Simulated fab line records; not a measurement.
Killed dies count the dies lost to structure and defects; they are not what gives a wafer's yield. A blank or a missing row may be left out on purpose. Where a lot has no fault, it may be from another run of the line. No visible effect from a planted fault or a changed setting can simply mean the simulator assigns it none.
The tool behind it: which one? | flow gf180mcu | Sampling: 6 lots, 18 wafers, 3 of 602 route steps

== WHAT THE GAUGES SHOWED, per wafer ==
GF_SAB_THK_MEAS_01.
lot  | measured     | on           | SAB_CVD_00_THK (nm)
L550 | day 14 15:38 | filmMetro-01 | 49.5 50.2 50.0
L552 | day 15 12:21 | filmMetro-01 | 49.9 50.4 50.8
L562 | day 19 05:31 | filmMetro-01 | 49.8 44.0 45.1
L565 | day 20 06:10 | filmMetro-01 | 50.6 51.4 52.1
L569 | day 21 04:08 | filmMetro-02 | 49.5 50.8 50.1
L572 | day 22 19:34 | filmMetro-01 | 49.8 50.2 50.7

== EACH LOT AND THE TOOL THAT RAN IT (in order: tool; ch and the chambers of the sampled wafers; start) ==
lot  | GF_HV_LDD_STRIP_37                  | GF_SAB_CVD_00
L550 | plasmaAsher-02 ch 0,1, day 11 22:17 | pecvd-03 ch 0,2, day 14 15:36
L552 | plasmaAsher-03 ch 0,1, day 12 17:00 | pecvd-01 ch 0,2, day 15 12:20
L562 | plasmaAsher-03 ch 0,1, day 16 03:57 | pecvd-04 ch 0,2, day 19 05:29
L565 | plasmaAsher-03 ch 0,1, day 17 03:46 | pecvd-01 ch 1,2, day 20 06:08
L569 | plasmaAsher-03 ch 0,1, day 18 02:22 | pecvd-03 ch 0,1, day 21 04:06
L572 | plasmaAsher-03 ch 0,1, day 19 15:19 | pecvd-03 ch 0,2, day 22 19:32
- GF_HV_LDD_STRIP_37: strips in O2/N2.
- GF_SAB_CVD_00: deposits SiO2 from TEOS, target thk 50 nm, time 4.9302 s.

== THE ANSWER, worked out from the rows above alone ==
Rule: the lots themselves supply what counts as usual. The widest of any qualifying gaps counts: lots, ordered by their means at a reading, are off when they make up no more than a third of the lots, leave a main group of 4 or more, and stand apart from it by 3 or more times the standard deviation of that group's means. The tables above print the reading to a certain number of digits; a main group whose means all agree to those digits is not used. Also off: a lot with no number at a reading for which 4 or more lots have one. All remaining lots with rows at the step are treated as sound.
Off: at GF_SAB_THK_MEAS_01 (SAB_CVD_00_THK), L562. The main group: mean 50.4 nm, standard deviation 0.51.
If a tool, at a process step before that reading, ran all the lots that are off and no sound lot after the first of them, it fits. Those tools and the gauges at GF_SAB_THK_MEAS_01 are tried in the same way. One fits: GF_SAB_CVD_00 on pecvd-04. It ran no sound lot before its first lot that is off in this sample, so the start can't be narrowed down.

== WHAT THE SIMULATOR PUT IN ==
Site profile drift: pecvd-04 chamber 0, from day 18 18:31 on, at GF_SAB_CVD_00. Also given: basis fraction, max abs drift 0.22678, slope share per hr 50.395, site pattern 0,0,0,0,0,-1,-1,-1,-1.
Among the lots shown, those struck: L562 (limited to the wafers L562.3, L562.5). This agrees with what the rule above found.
